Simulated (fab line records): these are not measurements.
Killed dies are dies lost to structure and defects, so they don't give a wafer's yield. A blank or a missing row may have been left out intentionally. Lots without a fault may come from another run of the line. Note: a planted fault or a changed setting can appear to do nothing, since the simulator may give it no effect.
Which tool did it?    flow sfq line    Sampling: 14 lots, 42 wafers, 6 of 325 route steps

## WHAT EACH GAUGE READ, for each wafer
SFQ_M7_RS_MEAS_943: a four-point-probe measurement. Usual: for M7_NB_RS the level is 0.885 ohm/sq and the standard deviation is 0.01.
lot   measured      on             M7_NB_RS (ohm/sq)  flag
L124  day 76 10:50  film metro-04  0.882 0.898 0.887  
L125  day 76 15:29  film metro-04  0.893 0.895 0.903  
L126  day 76 20:29  film metro-02  0.883 0.885 0.888  
L127  day 76 21:41  film metro-04  0.883 0.900 0.883  
L128  day 77 00:38  film metro-03  0.897 0.878 0.888  
L130  day 77 09:02  film metro-04  0.881 0.892 0.890  
L131  day 77 10:50  film metro-03  0.886 0.907 0.887  
L133  day 77 15:05  film metro-04  0.881 0.891 0.888  
L136  day 78 03:46  film metro-03  0.880 0.881 0.898  
L138  day 81 22:51  film metro-04  0.886 0.889 0.875  
L141  day 82 16:47  film metro-02  0.887 0.896 0.885  
L143  day 83 11:40  film metro-03  0.869 0.875 0.871  
L145  day 83 22:37  film metro-02  0.892 0.883 0.903  
L147  day 85 18:30  film metro-03  0.904 0.888 0.886  

## WHAT TOOL EACH LOT RAN ON (gives the tool, then ch and the chambers of the sampled wafers, and finally the start)
lot   SFQ_TRILAYER_I5_ETCH_VIA_ETCH_147   SFQ_TRILAYER_I6_DEP_PECVD_165    SFQ_TRILAYER_I6_CMP_CMP_166    SFQ_TRILAYER_I6_METRO_MEASURE_167  SFQ_TRILAYER_I6_VIA_ETCH_VIA_ETCH_172
L124  rie diel-03 ch 0,1, day 65 13:19    pecvd-01 ch 0,1,2, day 75 19:39  cmp-02 ch 1,3, day 76 03:05    film metro-03, day 76 05:43        rie diel-04 ch 0,1,2, day 76 09:14
L125  rie diel-03 ch 2,3, day 65 23:43    pecvd-03 ch 1,2, day 76 00:27    cmp-02 ch 0,1, day 76 05:35    film metro-01, day 76 08:43        rie diel-01 ch 0,1,2, day 76 14:29
L126  rie diel-02 ch 2,3, day 66 02:00    pecvd-01 ch 0,1,2, day 76 05:15  cmp-01 ch 0,1,2, day 76 09:10  film metro-02, day 76 11:11        rie diel-04 ch 2,3, day 76 18:50
L127  rie diel-01 ch 0,1,3, day 66 05:36  pecvd-02 ch 1,2, day 76 08:28    cmp-02 ch 0,1,2, day 76 09:35  film metro-03, day 76 12:07        rie diel-01 ch 0,2,3, day 76 20:02
L128  rie diel-03 ch 1,2,3, day 66 06:48  pecvd-03 ch 0,1,2, day 76 10:03  cmp-02 ch 0,1,3, day 76 12:05  film metro-02, day 76 14:43        rie diel-03 ch 0,2,3, day 76 23:38
L130  rie diel-01 ch 0,2, day 71 12:14    pecvd-02 ch 0,1, day 76 19:39    cmp-01 ch 0,1,2, day 76 22:02  film metro-01, day 77 00:39        rie diel-01 ch 0,3, day 77 08:02
L131  rie diel-03 ch 0,1,3, day 71 13:26  pecvd-03 ch 0,1,2, day 76 20:53  cmp-02 ch 0,2,3, day 77 00:25  film metro-02, day 77 03:32        rie diel-04 ch 0,1, day 77 09:14
L133  rie diel-02 ch 1,3, day 71 15:50    pecvd-03 ch 0,1, day 77 00:27    cmp-01 ch 0,2,3, day 77 07:32  film metro-01, day 77 10:03        rie diel-03 ch 0,2, day 77 14:02
L136  rie diel-03 ch 2,3, day 71 23:02    pecvd-03 ch 0,1,2, day 77 06:07  cmp-01 ch 1,2,3, day 77 19:51  film metro-01, day 77 22:34        rie diel-01 ch 0,3, day 78 02:05
L138  rie diel-03 ch 0,3, day 72 02:38    pecvd-03 ch 0,1,2, day 77 08:51  cmp-01 ch 0,2,3, day 78 02:21  film metro-01, day 78 04:22        rie diel-03 ch 1,2,3, day 81 21:49
L141  rie diel-03 ch 0,1,3, day 72 15:50  pecvd-01 ch 0,1,2, day 77 23:17  cmp-02 ch 1,2,3, day 78 15:52  film metro-02, day 78 18:29        rie diel-01 ch 0,1,2, day 82 15:46
L143  rie diel-01 ch 0,1,3, day 75 10:20  pecvd-02 ch 0,2, day 79 16:08    cmp-02 ch 0,3, day 79 16:13    film metro-02, day 79 19:44        rie diel-04 ch 0,1,2, day 83 10:37
L145  rie diel-03 ch 0,2,3, day 76 10:20  pecvd-01 ch 0,1, day 81 00:07    cmp-02 ch 0,1,2, day 81 00:41  film metro-03, day 81 03:31        rie diel-03 ch 0,3, day 83 21:25
L147  rie diel-01 ch 0,1,3, day 80 06:45  pecvd-01 ch 0,1, day 82 13:56    cmp-02 ch 0,2,3, day 82 14:01  film metro-02, day 82 17:08        rie diel-04 ch 1,2,3, day 85 17:29
- SFQ_TRILAYER_I5_ETCH_VIA_ETCH_147: etches the open film in CHF3, stops on Nb, target depth 360 nm.
- SFQ_TRILAYER_I6_DEP_PECVD_165: deposits SiO2 from SiH4/N2O, time 111.11 s, target thk 500 nm.
- SFQ_TRILAYER_I6_CMP_CMP_166: polishes SiO2.
- SFQ_TRILAYER_I6_METRO_MEASURE_167
- SFQ_TRILAYER_I6_VIA_ETCH_VIA_ETCH_172: etches SiO2 in CHF3, stops on Nb, target depth 260 nm.

## WHAT THE TOOLS THEMSELVES READ (means of the sampled wafers that have a number; where no wafer has one, the mark that the record gives instead)
SFQ_TRILAYER_I5_ETCH_VIA_ETCH_147. Usual: chamber pressure mTorr 30.001 mTorr, standard deviation 0.026; drypump motor current A 5.8 A, standard deviation 0.62; oes product au 0.989 a.u., standard deviation 0.0069; rf fwd power W 498.4 W, standard deviation 1.5.
lot   tool         chamber pressure mTorr (mTorr)  drypump motor current A (A)  oes product au (a.u.)  rf fwd power W (W)  flag
L124  rie diel-03  29.977                          6.5                          0.983                  498.0               
L125  rie diel-03  29.991                          5.7                          0.992                  498.6               
L126  rie diel-02  30.008                          5.6                          0.991                  497.6               
L127  rie diel-01  29.987                          5.6                          0.989                  496.3               
L128  rie diel-03  30.001                          5.9                          0.982                  500.2               
L130  rie diel-01  29.984                          5.8                          0.986                  497.4               
L131  rie diel-03  29.979                          6.3                          0.992                  498.7               
L133  rie diel-02  29.988                          5.6                          0.985                  498.1               
L136  rie diel-03  30.010                          5.5                          0.991                  499.1               
L138  rie diel-03  30.000                          6.0                          0.989                  499.0               
L141  rie diel-03  29.986                          6.2                          0.986                  498.5               
L143  rie diel-01  30.015                          5.6                          0.993                  498.6               
L145  rie diel-03  29.992                          5.8                          0.990                  496.6               
L147  rie diel-01  30.019                          5.6                          0.989                  498.8               

SFQ_TRILAYER_I6_DEP_PECVD_165. Usual: chamber pressure Torr 2.399 Torr, standard deviation 0.0058; heater power w 77 W, standard deviation 11; rf fwd power W 182.4 W, standard deviation 0.55; throttle valve pct 24.8 %, standard deviation 1.3.
lot   tool      chamber pressure Torr (Torr)  heater power w (W)  rf fwd power W (W)  throttle valve pct (%)  flag
L124  pecvd-01  2.402                         83                  182.4               24.5                    
L125  pecvd-03  2.403                         77                  183.2               26.2                    
L126  pecvd-01  2.396                         85                  182.3               24.4                    
L127  pecvd-02  2.401                         69                  182.2               23.3                    
L128  pecvd-03  2.405                         81                  181.7               25.9                    
L130  pecvd-02  2.399                         59                  181.9               24.0                    
L131  pecvd-03  2.398                         76                  182.9               25.8                    
L133  pecvd-03  2.404                         80                  182.9               25.5                    
L136  pecvd-03  2.402                         80                  182.3               25.8                    
L138  pecvd-03  2.401                         79                  182.5               25.8                    
L141  pecvd-01  2.398                         79                  182.2               24.5                    
L143  pecvd-02  2.392                         73                  182.2               22.6                    
L145  pecvd-01  2.397                         87                  181.8               24.6                    
L147  pecvd-01  2.399                         89                  182.4               25.1                    

SFQ_TRILAYER_I6_CMP_CMP_166. Usual: edge zone pressure frac 1.000, standard deviation 0.0052; motor current A 10.2 A, standard deviation 1; time to endpoint s 215 s, standard deviation 6.5.
lot   tool    edge zone pressure frac  motor current A (A)  time to endpoint s (s)  flag
L124  cmp-02  1.004                    10.2                 222                     
L125  cmp-02  0.997                    9.8                  215                     
L126  cmp-01  1.003                    10.0                 215                     
L127  cmp-02  1.002                    10.1                 216                     
L128  cmp-02  0.997                    9.4                  203                     
L130  cmp-01  1.000                    10.1                 212                     
L131  cmp-02  0.999                    9.7                  217                     
L133  cmp-01  0.997                    10.8                 216                     
L136  cmp-01  1.001                    10.0                 210                     
L138  cmp-01  0.997                    10.7                 211                     
L141  cmp-02  0.999                    9.9                  221                     
L143  cmp-02  0.998                    9.2                  215                     
L145  cmp-02  0.999                    10.4                 218                     
L147  cmp-02  1.007                    9.7                  218                     

SFQ_TRILAYER_I6_METRO_MEASURE_167. Usual: thk nm at 200.0 nm, with a standard deviation of 0.9.
lot   tool           thk nm (nm)  flag
L124  film metro-03  199.1        
L125  film metro-01  198.9        
L126  film metro-02  198.9        
L127  film metro-03  200.4        
L128  film metro-02  200.0        
L130  film metro-01  200.5        
L131  film metro-02  199.1        
L133  film metro-01  199.2        
L136  film metro-01  207.5        OFF
L138  film metro-01  213.5        OFF
L141  film metro-02  200.5        
L143  film metro-02  200.2        
L145  film metro-03  200.6        
L147  film metro-02  200.9        

SFQ_TRILAYER_I6_VIA_ETCH_VIA_ETCH_172. Usual: chamber pressure mTorr 30.001 mTorr, standard deviation 0.028; drypump motor current A 5.8 A, standard deviation 0.7; oes product au 0.854 a.u., standard deviation 0.0049; rf fwd power W 497.7 W, standard deviation 1.3.
lot   tool         chamber pressure mTorr (mTorr)  drypump motor current A (A)  oes product au (a.u.)  rf fwd power W (W)  flag
L124  rie diel-04  29.997                          5.4                          0.857                  497.6               
L125  rie diel-01  30.016                          5.6                          0.851                  497.9               
L126  rie diel-04  30.003                          5.9                          0.850                  498.9               
L127  rie diel-01  29.982                          6.2                          0.858                  498.2               
L128  rie diel-03  29.993                          5.8                          0.855                  496.8               
L130  rie diel-01  29.994                          6.3                          0.854                  498.1               
L131  rie diel-04  29.998                          5.3                          0.854                  497.3               
L133  rie diel-03  30.029                          6.0                          0.856                  497.9               
L136  rie diel-01  30.007                          5.8                          0.869                  497.0               OFF
L138  rie diel-03  30.006                          5.9                          0.884                  497.5               OFF
L141  rie diel-01  30.025                          5.6                          0.856                  497.7               
L143  rie diel-04  29.998                          5.4                          0.850                  497.9               
L145  rie diel-03  30.007                          6.0                          0.854                  498.3               
L147  rie diel-04  29.989                          5.8                          0.854                  497.9               

## THE ANSWER, worked out from the rows above alone
Rule: take the mean of a lot's wafers that have a number; if it is more than 3 standard deviations from the usual mean, the lot is off. A lot without any number at a reading at which 4 lots or more have one is off too. All remaining lots with rows at the step are treated as sound. The gauges are gone through in route order, then the tools' own readings, and for those a lot's mean is taken as printed above. At the first step where some lot is off, the reading lying furthest off is the one used; lots without a number count as furthest.
Off: L136, L138, at SFQ_TRILAYER_I6_METRO_MEASURE_167 (thk nm).
A tool fits if, at that step or a process step before it, it ran every lot that is off, and no sound lot after the first of them. Can't be told from this: 3 tools fit, pecvd-03 at SFQ_TRILAYER_I6_DEP_PECVD_165, cmp-01 at SFQ_TRILAYER_I6_CMP_CMP_166, film metro-01 at SFQ_TRILAYER_I6_METRO_MEASURE_167.

## WHAT WAS PUT IN BY THE SIMULATOR
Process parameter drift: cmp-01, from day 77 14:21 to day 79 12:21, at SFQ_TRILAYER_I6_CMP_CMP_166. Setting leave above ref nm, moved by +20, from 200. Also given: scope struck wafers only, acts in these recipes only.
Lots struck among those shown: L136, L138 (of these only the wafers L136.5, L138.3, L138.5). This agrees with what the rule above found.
